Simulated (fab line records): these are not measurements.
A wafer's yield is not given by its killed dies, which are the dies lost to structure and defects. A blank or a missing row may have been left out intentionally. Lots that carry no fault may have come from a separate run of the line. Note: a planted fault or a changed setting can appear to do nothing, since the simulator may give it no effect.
Comparing a struck lot with a sound one || flow sky130 || 18 out of 708 route steps
Sound: the wafers L592.1, L592.3, L592.5. The struck wafers were L600.2, L600.3, L600.4. The cause is named last.
Per side, at each step with rows, come the tool, then ch with its chambers, and then its first start. Under that, the readings that differ: sound wafers || struck wafers || difference of the means || sigmas: that difference in standard deviations of wafers without a fault.
alike: words and numbers the same on both sides, and readings whose means are apart by under 2 such deviations; not compared: readings that were withheld, readings missing a value for some wafer, numbers with overlapping values and no deviation given by the record, and bounds like >300 which may hide the same value.
Wherever a step has rows on one side only, a row that says differs or no value, or a row with sigmas, the two part there. When numbers do not overlap yet have no deviation, they are printed without sigmas and do not part them. A reading missing from all wafers of one side parts the sides only when that side holds two or more wafers.

SKY_NWELL_OVL_MEAS_10:
  sound: overlay-01 at day 4 17:11; struck: overlay-02 at day 6 18:45
{"reading": "NWELL_00_OVL (nm)", "sound": "2.2 2.7 1.9", "struck": "0.3 -1.9 -0.9", "difference": -3.1, "sigmas": -2}
then, 3 steps without rows for these wafers: SKY_NWELL_IMPLANT_11; SKY_NWELL_IMPLANT_12; SKY_NWELL_IMPLANT_13.
SKY_NWELL_STRIP_14: strips in O2/N2.
  sound on plasmaAsher-04 ch 0,1, day 4 17:40; struck on plasmaAsher-03 ch 0,1, day 6 19:14
  alike: drypumpMotorCurrentA, oesProductAu, stripTimeToEndpointS
  not compared: rfHoursCounterH
SKY_NWELL_TW_MEAS_15:
  sound: filmMetro-02 at day 4 17:46; struck: filmMetro-02 at day 6 19:20
  alike: NWELL_TW
then, 6 steps without rows for these wafers: SKY_NWELL_DEHYDRATE_16 (time 60 s); SKY_NWELL_HMDS_17 (prime time 60 s); SKY_NWELL_COAT_18 (resist thk 3000 nm); SKY_NWELL_SOFTBAKE_19; SKY_NWELL_EXPOSE_20 (exposes mask NWM COMPLEMENT, target cd 840 nm); SKY_NWELL_PEB_21.
SKY_NWELL_DEVELOP_22: develop time 60 s.
  sound on lithoTrack-04 ch 0, day 5 10:00; struck on lithoTrack-04 ch 0, day 7 14:00
SKY_NWELL_OVL_MEAS_23:
  sound: overlay-02 at day 5 10:57; struck: overlay-01 at day 7 15:00
{"reading": "NWELL_01_OVL (nm)", "sound": "0.9 2.1 -1.4", "struck": "- - -", "difference": "no value on the struck wafers", "sigmas": ""}
then, 1 step without rows for these wafers: SKY_NWELL_IMPLANT_24.
SKY_NWELL_STRIP_25: strips in O2/N2.
  sound on plasmaAsher-03 ch 0,1, day 5 11:08; struck on plasmaAsher-01 ch 0,1, day 7 15:11
  alike: drypumpMotorCurrentA, oesProductAu, stripTimeToEndpointS
  not compared: rfHoursCounterH
SKY_NWELL_TW_MEAS_26:
  sound: filmMetro-02 at day 5 11:14; struck: filmMetro-02 at day 7 15:33
{"reading": "NWELL_2_TW", "sound": "493 496 497", "struck": "30 30 30", "difference": -465, "sigmas": -86}
  not compared: hold
SKY_PAD_OPEN_PROBE_99:
  the record has rows for the sound wafers here (prober-02, day 45 18:28) and none for the struck ones

## WHERE THEY PART
First at SKY_NWELL_OVL_MEAS_10; last, within this record, at SKY_PAD_OPEN_PROBE_99.

WHY: what the simulator had put in
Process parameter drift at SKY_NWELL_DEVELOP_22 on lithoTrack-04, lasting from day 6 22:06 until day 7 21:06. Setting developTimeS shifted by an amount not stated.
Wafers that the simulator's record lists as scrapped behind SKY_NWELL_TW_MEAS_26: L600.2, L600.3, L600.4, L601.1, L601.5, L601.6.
